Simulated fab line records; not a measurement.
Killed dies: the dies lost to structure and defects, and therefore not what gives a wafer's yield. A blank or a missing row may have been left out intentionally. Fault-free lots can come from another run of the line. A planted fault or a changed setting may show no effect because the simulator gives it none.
fab line records | flow gf180mcu
record lots=24 | wafers=72 | last_day=34
route steps=602 shown CONTACT@301 V1@349 V2@404 V3@430
lots untouched by any fault: they come from a run of this same line in which no faults occurred
start_h: start of the lot's first displayed wafer, in hours after the record's first day | wait_h: hours from the lot's prior step to this one | " identical to the entry in the row above | L1.1+2: a row that stands for several wafers | - value missing, or start not given | * or withheld: withheld | < > ~ a bound
route shown NAME@n: a module of which the file shows steps, and the number in the route of the first | usual: average and standard deviation across the fault-free wafers | same: alike in all rows | chamber/n: place in a boat | sites: readings site by site | _std_site: standard deviation across them | _edge_site: mean of outer sites minus mean of inner sites | radius_mm: for every site, how far away it sits from the centre of the wafer | mask NAME#n: copy n | behind: tool/chamber where the wafer was last shaped | hold: why the lot was held/for how many hours/how that ended | device: which transistor (n, p or np) failed to switch | end of line: tests run on the same wafers once the route is complete | for a step that has no rows: nothing shown but its recipe | killed: dies lost to structure and defects at the first sort, not the wafer's yield | map: the dies of a wafer, with x for killed, . for not killed, _ for no die there
set.NAME: setting as actually run; set.NAME@STEP: the setting as run at that earlier step | model.NAME: the simulator's own value behind a step, which no gauge read
one table for each step of the route and one row for each wafer, over a sample of lots
services: a tool's chamber out of use, with start hour (start_h, from the record's first day; less than 0 if before it), hours out, and reason
## steps
# step GF_CONTACT_CD_MEAS_14
# recipe target_cd_nm=220
# usual cd_nm=219.5/1.5
lot.wafer | tool      | chamber | start_h | wait_h | cd_nm
L074.3    | cd_sem-02 | -       | 363.90  | 0.1    | 217.8
L074.5    | "         | -       | "       | "      | 219.8
L074.6    | "         | -       | "       | "      | 217.3
L075.1    | cd_sem-02 | -       | 376.18  | 0.1    | 217.9
L075.2    | "         | -       | "       | "      | 217.9
L075.5    | "         | -       | "       | "      | 217.2
L076.2    | cd_sem-02 | -       | 381.34  | 0.1    | 220.0
L076.4    | "         | -       | "       | "      | 220.4
L076.5    | "         | -       | "       | "      | 221.6
L077.3    | cd_sem-02 | -       | 393.47  | 0.1    | 221.2
L077.5    | "         | -       | "       | "      | 219.6
L077.6    | "         | -       | "       | "      | 220.8
L078.2    | cd_sem-01 | -       | 408.23  | 0.1    | 220.0
L078.3    | "         | -       | "       | "      | 220.8
L078.4    | "         | -       | "       | "      | 219.7
L079.1    | cd_sem-01 | -       | 410.26  | 0.1    | 219.1
L079.4    | "         | -       | "       | "      | 217.7
L079.5    | "         | -       | "       | "      | 219.3
L080.1    | cd_sem-02 | -       | 423.57  | 0.1    | 222.0
L080.4    | "         | -       | "       | "      | 222.6
L080.5    | "         | -       | "       | "      | 222.8
L081.1    | cd_sem-01 | -       | 435.21  | 0.1    | 220.0
L081.2    | "         | -       | "       | "      | 219.9
L081.4    | "         | -       | "       | "      | 221.3
L082.1    | cd_sem-01 | -       | 435.68  | 0.1    | 220.1
L082.2    | "         | -       | "       | "      | 219.8
L082.3    | "         | -       | "       | "      | 220.1
L084.1    | cd_sem-02 | -       | 452.48  | 0.1    | 217.7
L084.2    | "         | -       | "       | "      | 218.1
L084.3    | "         | -       | "       | "      | 217.3
L083.1    | cd_sem-02 | -       | 454.03  | 0.1    | 218.3
L083.2    | "         | -       | "       | "      | 217.9
L083.6    | "         | -       | "       | "      | 218.0
L085.1    | cd_sem-02 | -       | 472.22  | 0.1    | 221.4
L085.3    | "         | -       | "       | "      | 223.0
L085.4    | "         | -       | "       | "      | 222.8
L086.4    | cd_sem-02 | -       | 475.79  | 0.1    | 218.4
L086.5    | "         | -       | "       | "      | 220.5
L086.6    | "         | -       | "       | "      | 220.1
L087.1    | cd_sem-02 | -       | 485.23  | 0.1    | 220.7
L087.5    | "         | -       | "       | "      | 219.3
L087.6    | "         | -       | "       | "      | 218.5
L088.1    | cd_sem-02 | -       | 489.08  | 0.1    | 218.8
L088.2    | "         | -       | "       | "      | 220.6
L088.3    | "         | -       | "       | "      | 220.3
L089.1    | cd_sem-01 | -       | 496.58  | 0.1    | 218.9
L089.2    | "         | -       | "       | "      | 219.4
L089.6    | "         | -       | "       | "      | 219.7
L090.1    | cd_sem-01 | -       | 501.86  | 0.1    | 216.6
L090.3    | "         | -       | "       | "      | 217.1
L090.6    | "         | -       | "       | "      | 217.3
L091.1    | cd_sem-01 | -       | 509.33  | 0.1    | 217.4
L091.2    | "         | -       | "       | "      | 219.5
L091.5    | "         | -       | "       | "      | 218.5
L092.1    | cd_sem-01 | -       | 521.16  | 0.1    | 219.2
L092.3    | "         | -       | "       | "      | 218.6
L092.6    | "         | -       | "       | "      | 220.6
L093.3    | cd_sem-01 | -       | 532.21  | 0.1    | 220.3
L093.5    | "         | -       | "       | "      | 219.8
L093.6    | "         | -       | "       | "      | 220.1
L094.1    | cd_sem-02 | -       | 537.96  | 0.1    | 219.3
L094.2    | "         | -       | "       | "      | 219.6
L094.5    | "         | -       | "       | "      | 219.6
L095.1    | cd_sem-02 | -       | 543.66  | 0.1    | 217.7
L095.3    | "         | -       | "       | "      | 218.1
L095.6    | "         | -       | "       | "      | 219.2
L096.1    | cd_sem-01 | -       | 562.61  | 0.1    | 218.9
L096.2    | "         | -       | "       | "      | 219.5
L096.5    | "         | -       | "       | "      | 219.7
L097.1    | cd_sem-01 | -       | 565.67  | 0.1    | 218.0
L097.2    | "         | -       | "       | "      | 220.4
L097.4    | "         | -       | "       | "      | 221.0
# step GF_V1_CD_MEAS_14
# recipe target_cd_nm=260
# usual cd_nm=259.7/1.2
lot.wafer | tool      | chamber | start_h | wait_h | cd_nm
L074.3    | cd_sem-02 | -       | 413.27  | 0.1    | 259.2
L074.5    | "         | -       | "       | "      | 260.7
L074.6    | "         | -       | "       | "      | 260.6
L075.1    | cd_sem-01 | -       | 426.01  | 0.1    | 261.2
L075.2    | "         | -       | "       | "      | 259.9
L075.5    | "         | -       | "       | "      | 259.8
L076.2    | cd_sem-02 | -       | 431.15  | 0.1    | 257.6
L076.4    | "         | -       | "       | "      | 257.1
L076.5    | "         | -       | "       | "      | 256.5
L077.3    | cd_sem-02 | -       | 444.25  | 0.1    | 261.8
L077.5    | "         | -       | "       | "      | 261.3
L077.6    | "         | -       | "       | "      | 261.0
L078.2    | cd_sem-02 | -       | 458.75  | 0.1    | 259.5
L078.3    | "         | -       | "       | "      | 258.9
L078.4    | "         | -       | "       | "      | 259.0
L079.1    | cd_sem-02 | -       | 460.61  | 0.1    | 259.3
L079.4    | "         | -       | "       | "      | 259.9
L079.5    | "         | -       | "       | "      | 258.7
L080.1    | cd_sem-01 | -       | 480.17  | 0.1    | 260.8
L080.4    | "         | -       | "       | "      | 259.7
L080.5    | "         | -       | "       | "      | 260.0
L081.1    | cd_sem-02 | -       | 487.13  | 0.1    | 259.7
L081.2    | "         | -       | "       | "      | 260.3
L081.4    | "         | -       | "       | "      | 260.0
L082.1    | cd_sem-01 | -       | 487.27  | 0.1    | 260.5
L082.2    | "         | -       | "       | "      | 259.2
L082.3    | "         | -       | "       | "      | 257.9
L084.1    | cd_sem-02 | -       | 502.18  | 0.1    | 257.6
L084.2    | "         | -       | "       | "      | 258.4
L084.3    | "         | -       | "       | "      | 258.9
L083.1    | cd_sem-02 | -       | 505.73  | 0.1    | 259.8
L083.2    | "         | -       | "       | "      | 259.8
L083.6    | "         | -       | "       | "      | 260.4
L085.1    | cd_sem-01 | -       | 522.08  | 0.1    | 259.4
L085.3    | "         | -       | "       | "      | 257.6
L085.4    | "         | -       | "       | "      | 259.0
L086.4    | cd_sem-02 | -       | 525.72  | 0.1    | 256.8
L086.5    | "         | -       | "       | "      | 259.4
L086.6    | "         | -       | "       | "      | 258.8
L087.1    | cd_sem-01 | -       | 535.31  | 0.1    | 261.0
L087.5    | "         | -       | "       | "      | 260.9
L087.6    | "         | -       | "       | "      | 260.6
L088.1    | cd_sem-01 | -       | 538.31  | 0.1    | 260.3
L088.2    | "         | -       | "       | "      | 261.2
L088.3    | "         | -       | "       | "      | 260.1
L089.1    | cd_sem-02 | -       | 545.08  | 0.1    | 259.5
L089.2    | "         | -       | "       | "      | 258.8
L089.6    | "         | -       | "       | "      | 260.5
L090.1    | cd_sem-02 | -       | 549.28  | 0.1    | 262.7
L090.3    | "         | -       | "       | "      | 262.9
L090.6    | "         | -       | "       | "      | 262.9
L091.1    | cd_sem-02 | -       | 557.93  | 0.2    | 259.0
L091.2    | "         | -       | "       | "      | 258.8
L091.5    | "         | -       | "       | "      | 259.3
L092.1    | cd_sem-02 | -       | 569.43  | 0.1    | 258.8
L092.3    | "         | -       | "       | "      | 258.7
L092.6    | "         | -       | "       | "      | 258.6
L093.3    | cd_sem-01 | -       | 579.37  | 0.1    | 260.7
L093.5    | "         | -       | "       | "      | 259.0
L093.6    | "         | -       | "       | "      | 258.8
L094.1    | cd_sem-01 | -       | 584.92  | 0.1    | 259.6
L094.2    | "         | -       | "       | "      | 260.6
L094.5    | "         | -       | "       | "      | 260.0
L095.1    | cd_sem-01 | -       | 591.23  | 0.1    | 260.0
L095.3    | "         | -       | "       | "      | 260.9
L095.6    | "         | -       | "       | "      | 261.2
L096.1    | cd_sem-01 | -       | 610.28  | 0.1    | 258.3
L096.2    | "         | -       | "       | "      | 258.4
L096.5    | "         | -       | "       | "      | 258.0
L097.1    | cd_sem-01 | -       | 611.83  | 0.1    | 260.3
L097.2    | "         | -       | "       | "      | 259.7
L097.4    | "         | -       | "       | "      | 259.5
# step GF_V2_SPUTTER_22
# recipe material=TiN | target_thk_nm=10 | chamber_pressure_pa=5 | power_w=4000 | time_s=40
# usual throttle_valve_pct=30.4/1.2
lot.wafer | tool           | chamber | start_h | wait_h | throttle_valve_pct
L074.3    | pvd_sputter-01 | -       | 465.63  | 0.0    | 30.7
L074.5    | "              | -       | "       | "      | 30.2
L074.6    | "              | -       | "       | "      | 30.5
L075.1    | pvd_sputter-02 | -       | 478.95  | 0.0    | 29.7
L075.2    | "              | -       | "       | "      | 30.4
L075.5    | "              | -       | "       | "      | 32.3
L076.2    | pvd_sputter-01 | -       | 484.00  | 0.0    | 30.6
L076.4    | "              | -       | "       | "      | 30.3
L076.5    | "              | -       | "       | "      | 29.9
L077.3    | pvd_sputter-01 | -       | 497.39  | 0.0    | 30.2
L077.5    | "              | -       | "       | "      | 30.9
L077.6    | "              | -       | "       | "      | 30.1
L078.2    | pvd_sputter-01 | -       | 510.22  | 0.0    | 30.2
L078.3    | "              | -       | "       | "      | 30.7
L078.4    | "              | -       | "       | "      | 30.3
L079.1    | pvd_sputter-02 | -       | 512.20  | 0.0    | 30.0
L079.4    | "              | -       | "       | "      | 29.9
L079.5    | "              | -       | "       | "      | 29.8
L080.1    | pvd_sputter-01 | -       | 532.26  | 0.0    | 30.1
L080.4    | "              | -       | "       | "      | 30.0
L080.5    | "              | -       | "       | "      | 30.5
L081.1    | pvd_sputter-02 | -       | 538.07  | 0.0    | 32.4
L081.2    | "              | -       | "       | "      | 29.5
L081.4    | "              | -       | "       | "      | 29.6
L082.1    | pvd_sputter-04 | -       | 538.78  | 0.0    | 32.6
L082.2    | "              | -       | "       | "      | 32.2
L082.3    | "              | -       | "       | "      | 27.8
L084.1    | pvd_sputter-02 | -       | 551.60  | 0.0    | 29.4
L084.2    | "              | -       | "       | "      | 32.7
L084.3    | "              | -       | "       | "      | 29.7
L083.1    | pvd_sputter-01 | -       | 556.06  | 0.0    | 30.5
L083.2    | "              | -       | "       | "      | 30.7
L083.6    | "              | -       | "       | "      | 30.7
L085.1    | pvd_sputter-02 | -       | 571.57  | 0.0    | 29.5
L085.3    | "              | -       | "       | "      | 29.7
L085.4    | "              | -       | "       | "      | 32.4
L086.4    | pvd_sputter-02 | -       | 574.37  | 0.0    | 32.6
L086.5    | "              | -       | "       | "      | 32.2
L086.6    | "              | -       | "       | "      | 29.6
L087.1    | pvd_sputter-01 | -       | 583.76  | 0.0    | 29.9
L087.5    | "              | -       | "       | "      | 30.3
L087.6    | "              | -       | "       | "      | 30.4
L088.1    | pvd_sputter-02 | -       | 588.11  | 0.0    | 30.0
L088.2    | "              | -       | "       | "      | 32.4
L088.3    | "              | -       | "       | "      | 29.4
L089.1    | pvd_sputter-04 | -       | 592.99  | 0.0    | 32.5
L089.2    | "              | -       | "       | "      | 27.5
L089.6    | "              | -       | "       | "      | 32.6
L090.1    | pvd_sputter-02 | -       | 596.89  | 0.0    | 29.6
L090.3    | "              | -       | "       | "      | 29.9
L090.6    | "              | -       | "       | "      | 29.8
L091.1    | pvd_sputter-04 | -       | 604.71  | 0.0    | 32.0
L091.2    | "              | -       | "       | "      | 27.8
L091.5    | "              | -       | "       | "      | 27.8
L092.1    | pvd_sputter-04 | -       | 616.04  | 0.0    | 29.5
L092.3    | "              | -       | "       | "      | 27.7
L092.6    | "              | -       | "       | "      | 27.8
L093.3    | pvd_sputter-02 | -       | 625.95  | 0.0    | 30.1
L093.5    | "              | -       | "       | "      | 29.5
L093.6    | "              | -       | "       | "      | 29.3
L094.1    | pvd_sputter-01 | -       | 631.04  | 0.0    | 30.4
L094.2    | "              | -       | "       | "      | 30.0
L094.5    | "              | -       | "       | "      | 30.8
L095.1    | pvd_sputter-01 | -       | 637.01  | 0.0    | 31.0
L095.3    | "              | -       | "       | "      | 30.1
L095.6    | "              | -       | "       | "      | 30.6
L096.1    | pvd_sputter-01 | -       | 655.71  | 0.0    | 30.3
L096.2    | "              | -       | "       | "      | 30.4
L096.5    | "              | -       | "       | "      | 30.7
L097.1    | pvd_sputter-04 | -       | 656.40  | 0.0    | 27.6
L097.2    | "              | -       | "       | "      | 29.8
L097.4    | "              | -       | "       | "      | 31.9
# step GF_V2_CVD_23
# recipe material=W | target_thk_nm=350 | time_s=104.94 | temp_c=400 | pressure_torr=40
# usual heater_power_w=890/120
lot.wafer | tool     | chamber | start_h | wait_h | heater_power_w | since_wet_clean_h
L074.3    | cvd_w-01 | 1       | 465.70  | 0.1    | 764            | -
L074.5    | "        | 0       | "       | "      | 836            | -
L074.6    | "        | 1       | "       | "      | 778            | -
L075.1    | cvd_w-01 | 0       | 478.99  | 0.0    | 834            | 75
L075.2    | "        | 1       | "       | "      | 751            | 75
L075.5    | "        | 0       | "       | "      | 832            | -
L076.2    | cvd_w-02 | 0       | 484.04  | 0.0    | 967            | 580
L076.4    | "        | 0       | "       | "      | 999            | -
L076.5    | "        | 0       | "       | "      | 974            | -
L077.3    | cvd_w-02 | 0       | 497.47  | 0.1    | 997            | -
L077.5    | "        | 1       | "       | "      | 1100           | -
L077.6    | "        | 0       | "       | "      | 968            | -
L078.2    | cvd_w-02 | 0       | 510.26  | 0.0    | 972            | 606
L078.3    | "        | 1       | "       | "      | 1085           | -
L078.4    | "        | 0       | "       | "      | 958            | -
L079.1    | cvd_w-01 | 0       | 512.24  | 0.0    | 825            | 108
L079.4    | "        | 0       | "       | "      | 842            | -
L079.5    | "        | 1       | "       | "      | 768            | -
L080.1    | cvd_w-01 | 0       | 532.30  | 0.0    | 847            | 128
L080.4    | "        | 0       | "       | "      | 836            | -
L080.5    | "        | 1       | "       | "      | 776            | -
L081.1    | cvd_w-02 | 0       | 538.11  | 0.0    | 976            | 634
L081.2    | "        | 1       | "       | "      | 1085           | 634
L081.4    | "        | 0       | "       | "      | 971            | -
L082.1    | cvd_w-01 | 0       | 538.82  | 0.0    | 834            | 135
L082.2    | "        | 1       | "       | "      | 755            | 135
L082.3    | "        | 0       | "       | "      | 850            | -
L084.1    | cvd_w-02 | 0       | 551.64  | 0.0    | 975            | 648
L084.2    | "        | 1       | "       | "      | 1073           | 648
L084.3    | "        | 0       | "       | "      | 963            | -
L083.1    | cvd_w-01 | 1       | 556.09  | 0.0    | 764            | 152
L083.2    | "        | 0       | "       | "      | 849            | 152
L083.6    | "        | 1       | "       | "      | 787            | -
L085.1    | cvd_w-01 | 0       | 571.61  | 0.0    | 849            | 168
L085.3    | "        | 0       | "       | "      | 851            | -
L085.4    | "        | 1       | "       | "      | 757            | -
L086.4    | cvd_w-01 | 1       | 574.45  | 0.1    | 764            | -
L086.5    | "        | 1       | "       | "      | 748            | -
L086.6    | "        | 0       | "       | "      | 856            | -
L087.1    | cvd_w-02 | 0       | 583.80  | 0.0    | 979            | 680
L087.5    | "        | 1       | "       | "      | 1052           | -
L087.6    | "        | 0       | "       | "      | 977            | -
L088.1    | cvd_w-02 | 0       | 588.15  | 0.0    | 968            | 684
L088.2    | "        | 1       | "       | "      | 1076           | 684
L088.3    | "        | 1       | "       | "      | 1086           | -
L089.1    | cvd_w-01 | 0       | 593.03  | 0.0    | 822            | 189
L089.2    | "        | 1       | "       | "      | 776            | 189
L089.6    | "        | 0       | "       | "      | 833            | -
L090.1    | cvd_w-01 | 0       | 596.93  | 0.0    | 819            | 193
L090.3    | "        | 0       | "       | "      | 814            | -
L090.6    | "        | 1       | "       | "      | 784            | -
L091.1    | cvd_w-01 | 0       | 604.75  | 0.0    | 851            | 201
L091.2    | "        | 1       | "       | "      | 771            | 201
L091.5    | "        | 0       | "       | "      | 828            | -
L092.1    | cvd_w-02 | 0       | 616.08  | 0.0    | 981            | 712
L092.3    | "        | 0       | "       | "      | 978            | -
L092.6    | "        | 1       | "       | "      | 1053           | -
L093.3    | cvd_w-02 | 1       | 626.03  | 0.1    | 1083           | -
L093.5    | "        | 1       | "       | "      | 1055           | -
L093.6    | "        | 0       | "       | "      | 1000           | -
L094.1    | cvd_w-01 | 0       | 631.08  | 0.0    | 858            | 227
L094.2    | "        | 1       | "       | "      | 763            | 227
L094.5    | "        | 0       | "       | "      | 838            | -
L095.1    | cvd_w-01 | 0       | 637.05  | 0.0    | 842            | 233
L095.3    | "        | 0       | "       | "      | 845            | -
L095.6    | "        | 0       | "       | "      | 837            | -
L096.1    | cvd_w-01 | 0       | 655.75  | 0.0    | 863            | 252
L096.2    | "        | 1       | "       | "      | 760            | 252
L096.5    | "        | 0       | "       | "      | 856            | -
L097.1    | cvd_w-01 | 0       | 656.44  | 0.0    | 837            | 252
L097.2    | "        | 1       | "       | "      | 787            | 252
L097.4    | "        | 1       | "       | "      | 760            | -
# step GF_V3_THK_MEAS_01
# recipe reads=SiO2_of_V3_CVD_00
# usual V3_CVD_00_THK=601/4.7
lot.wafer | tool          | chamber | start_h | wait_h | V3_CVD_00_THK[nm]
L074.3    | film_metro-04 | -       | 491.74  | 0.1    | 600
L074.5    | "             | -       | "       | "      | 603
L074.6    | "             | -       | "       | "      | 597
L075.1    | film_metro-02 | -       | 504.52  | 0.0    | 607
L075.2    | "             | -       | "       | "      | 611
L075.5    | "             | -       | "       | "      | 607
L076.2    | film_metro-04 | -       | 508.77  | 0.0    | 597
L076.4    | "             | -       | "       | "      | 608
L076.5    | "             | -       | "       | "      | 599
L077.3    | film_metro-01 | -       | 522.63  | 0.1    | 592
L077.5    | "             | -       | "       | "      | 592
L077.6    | "             | -       | "       | "      | 604
L078.2    | film_metro-04 | -       | 535.05  | 0.0    | 602
L078.3    | "             | -       | "       | "      | 600
L078.4    | "             | -       | "       | "      | 598
L079.1    | film_metro-01 | -       | 537.47  | 0.0    | 602
L079.4    | "             | -       | "       | "      | 613
L079.5    | "             | -       | "       | "      | 606
L080.1    | film_metro-02 | -       | 556.42  | 0.0    | 598
L080.4    | "             | -       | "       | "      | 606
L080.5    | "             | -       | "       | "      | 600
L081.1    | film_metro-04 | -       | 561.39  | 0.0    | 595
L081.2    | "             | -       | "       | "      | 596
L081.4    | "             | -       | "       | "      | 600
L082.1    | film_metro-02 | -       | 563.20  | 0.0    | 604
L082.2    | "             | -       | "       | "      | 604
L082.3    | "             | -       | "       | "      | 598
L084.1    | film_metro-02 | -       | 575.63  | 0.0    | 604
L084.2    | "             | -       | "       | "      | 601
L084.3    | "             | -       | "       | "      | 603
L083.1    | film_metro-04 | -       | 579.85  | 0.0    | 596
L083.2    | "             | -       | "       | "      | 597
L083.6    | "             | -       | "       | "      | 598
L085.1    | film_metro-01 | -       | 594.40  | 0.0    | 601
L085.3    | "             | -       | "       | "      | 596
L085.4    | "             | -       | "       | "      | 603
L086.4    | film_metro-01 | -       | 597.60  | 0.0    | 601
L086.5    | "             | -       | "       | "      | 601
L086.6    | "             | -       | "       | "      | 603
L087.1    | film_metro-04 | -       | 607.15  | 0.0    | 604
L087.5    | "             | -       | "       | "      | 598
L087.6    | "             | -       | "       | "      | 606
L088.1    | film_metro-02 | -       | 611.24  | 0.0    | 606
L088.2    | "             | -       | "       | "      | 608
L088.3    | "             | -       | "       | "      | 600
L089.1    | film_metro-01 | -       | 615.75  | 0.0    | 592
L089.2    | "             | -       | "       | "      | 595
L089.6    | "             | -       | "       | "      | 594
L090.1    | film_metro-02 | -       | 619.79  | 0.0    | 596
L090.3    | "             | -       | "       | "      | 600
L090.6    | "             | -       | "       | "      | 594
L091.1    | film_metro-02 | -       | 627.84  | 0.0    | 600
L091.2    | "             | -       | "       | "      | 601
L091.5    | "             | -       | "       | "      | 592
L092.1    | film_metro-02 | -       | 638.47  | 0.0    | 599
L092.3    | "             | -       | "       | "      | 594
L092.6    | "             | -       | "       | "      | 607
L093.3    | film_metro-04 | -       | 648.16  | 0.1    | 598
L093.5    | "             | -       | "       | "      | 596
L093.6    | "             | -       | "       | "      | 598
L094.1    | film_metro-02 | -       | 652.95  | 0.0    | 606
L094.2    | "             | -       | "       | "      | 609
L094.5    | "             | -       | "       | "      | 600
L095.1    | film_metro-02 | -       | 658.30  | 0.0    | 603
L095.3    | "             | -       | "       | "      | 602
L095.6    | "             | -       | "       | "      | 593
L096.1    | film_metro-02 | -       | 676.85  | 0.0    | 603
L096.2    | "             | -       | "       | "      | 607
L096.5    | "             | -       | "       | "      | 610
L097.1    | film_metro-01 | -       | 677.46  | 0.0    | 603
L097.2    | "             | -       | "       | "      | 604
L097.4    | "             | -       | "       | "      | 602
# step GF_V3_THK_MEAS_25
# recipe thk_meas_gauge=xrf | reads=W_of_V3_CVD_23
# usual V3_W_THK=351/4.1
lot.wafer | tool          | chamber | start_h | wait_h | V3_W_THK[nm]
L074.3    | film_metro-04 | -       | 516.71  | 0.1    | 345
L074.5    | "             | -       | "       | "      | 347
L074.6    | "             | -       | "       | "      | 342
L075.1    | film_metro-04 | -       | 529.37  | 0.1    | 348
L075.2    | "             | -       | "       | "      | 343
L075.5    | "             | -       | "       | "      | 345
L076.2    | film_metro-02 | -       | 533.39  | 0.1    | 354
L076.4    | "             | -       | "       | "      | 351
L076.5    | "             | -       | "       | "      | 349
L077.3    | film_metro-04 | -       | 547.04  | 0.1    | 350
L077.5    | "             | -       | "       | "      | 351
L077.6    | "             | -       | "       | "      | 354
L078.2    | film_metro-01 | -       | 558.98  | 0.1    | 355
L078.3    | "             | -       | "       | "      | 354
L078.4    | "             | -       | "       | "      | 351
L079.1    | film_metro-01 | -       | 561.57  | 0.1    | 356
L079.4    | "             | -       | "       | "      | 353
L079.5    | "             | -       | "       | "      | 354
L080.1    | film_metro-02 | -       | 579.91  | 0.1    | 351
L080.4    | "             | -       | "       | "      | 350
L080.5    | "             | -       | "       | "      | 347
L081.1    | film_metro-04 | -       | 585.28  | 0.1    | 349
L081.2    | "             | -       | "       | "      | 345
L081.4    | "             | -       | "       | "      | 348
L082.1    | film_metro-04 | -       | 587.17  | 0.1    | 344
L082.2    | "             | -       | "       | "      | 345
L082.3    | "             | -       | "       | "      | 342
L084.1    | film_metro-04 | -       | 598.16  | 0.1    | 346
L084.2    | "             | -       | "       | "      | 346
L084.3    | "             | -       | "       | "      | 346
L083.1    | film_metro-01 | -       | 602.47  | 0.1    | 356
L083.2    | "             | -       | "       | "      | 355
L083.6    | "             | -       | "       | "      | 359
L085.1    | film_metro-01 | -       | 617.08  | 0.1    | 351
L085.3    | "             | -       | "       | "      | 354
L085.4    | "             | -       | "       | "      | 356
L086.4    | film_metro-01 | -       | 620.53  | 0.1    | 350
L086.5    | "             | -       | "       | "      | 347
L086.6    | "             | -       | "       | "      | 352
L087.1    | film_metro-02 | -       | 629.84  | 0.1    | 354
L087.5    | "             | -       | "       | "      | 354
L087.6    | "             | -       | "       | "      | 354
L088.1    | film_metro-01 | -       | 633.65  | 0.1    | 352
L088.2    | "             | -       | "       | "      | 356
L088.3    | "             | -       | "       | "      | 356
L089.1    | film_metro-01 | -       | 638.11  | 0.1    | 357
L089.2    | "             | -       | "       | "      | 356
L089.6    | "             | -       | "       | "      | 353
L090.1    | film_metro-04 | -       | 641.88  | 0.1    | 352
L090.3    | "             | -       | "       | "      | 349
L090.6    | "             | -       | "       | "      | 349
L091.1    | film_metro-02 | -       | 649.79  | 0.1    | 351
L091.2    | "             | -       | "       | "      | 353
L091.5    | "             | -       | "       | "      | 348
L092.1    | film_metro-02 | -       | 660.24  | 0.1    | 356
L092.3    | "             | -       | "       | "      | 356
L092.6    | "             | -       | "       | "      | 355
L093.3    | film_metro-02 | -       | 669.18  | 0.1    | 353
L093.5    | "             | -       | "       | "      | 349
L093.6    | "             | -       | "       | "      | 350
L094.1    | film_metro-01 | -       | 674.23  | 0.1    | 351
L094.2    | "             | -       | "       | "      | 349
L094.5    | "             | -       | "       | "      | 348
L095.1    | film_metro-02 | -       | 679.08  | 0.1    | 354
L095.3    | "             | -       | "       | "      | 353
L095.6    | "             | -       | "       | "      | 353
L096.1    | film_metro-04 | -       | 697.58  | 0.1    | 352
L096.2    | "             | -       | "       | "      | 347
L096.5    | "             | -       | "       | "      | 353
L097.1    | film_metro-04 | -       | 698.28  | 0.1    | 357
L097.2    | "             | -       | "       | "      | 355
L097.4    | "             | -       | "       | "      | 352
## services
tool           | chamber | start_h | hours | kind
cvd_w-02       | 1       | 441.85  | 4.5   | repair
pvd_sputter-02 | 1       | 455.98  | -     | consumable_replace:kit
pvd_sputter-02 | 1       | 455.98  | 18.0  | scheduled_down
pvd_sputter-02 | 1       | 455.98  | 18.0  | vent_cycle
pvd_sputter-01 | 2       | 486.55  | -     | consumable_replace:kit
pvd_sputter-01 | 2       | 486.55  | 18.0  | scheduled_down
pvd_sputter-01 | 2       | 486.55  | 18.0  | vent_cycle
pvd_sputter-04 | 1       | 511.07  | -     | consumable_replace:kit
pvd_sputter-04 | 1       | 511.07  | 18.0  | scheduled_down
pvd_sputter-04 | 1       | 511.07  | 18.0  | vent_cycle
pvd_sputter-02 | -       | 538.52  | 7.9   | repair
cvd_w-01       | 1       | 544.71  | 4.8   | repair
pvd_sputter-01 | -       | 547.60  | 4.8   | repair
cvd_w-02       | -       | 562.43  | 1.5   | repair
cvd_w-02       | -       | 602.81  | 0.3   | repair
pvd_sputter-02 | -       | 607.56  | 3.6   | repair
cvd_w-01       | 1       | 631.26  | 10.3  | repair
cvd_w-02       | 1       | 639.48  | 8.6   | repair
pvd_sputter-02 | -       | 645.00  | 2.9   | repair
pvd_sputter-04 | 0       | 649.40  | -     | consumable_replace:kit
pvd_sputter-04 | 0       | 649.40  | 18.0  | scheduled_down
pvd_sputter-04 | 0       | 649.40  | 18.0  | vent_cycle
pvd_sputter-04 | -       | 655.33  | 0.7   | repair
## key
fault none
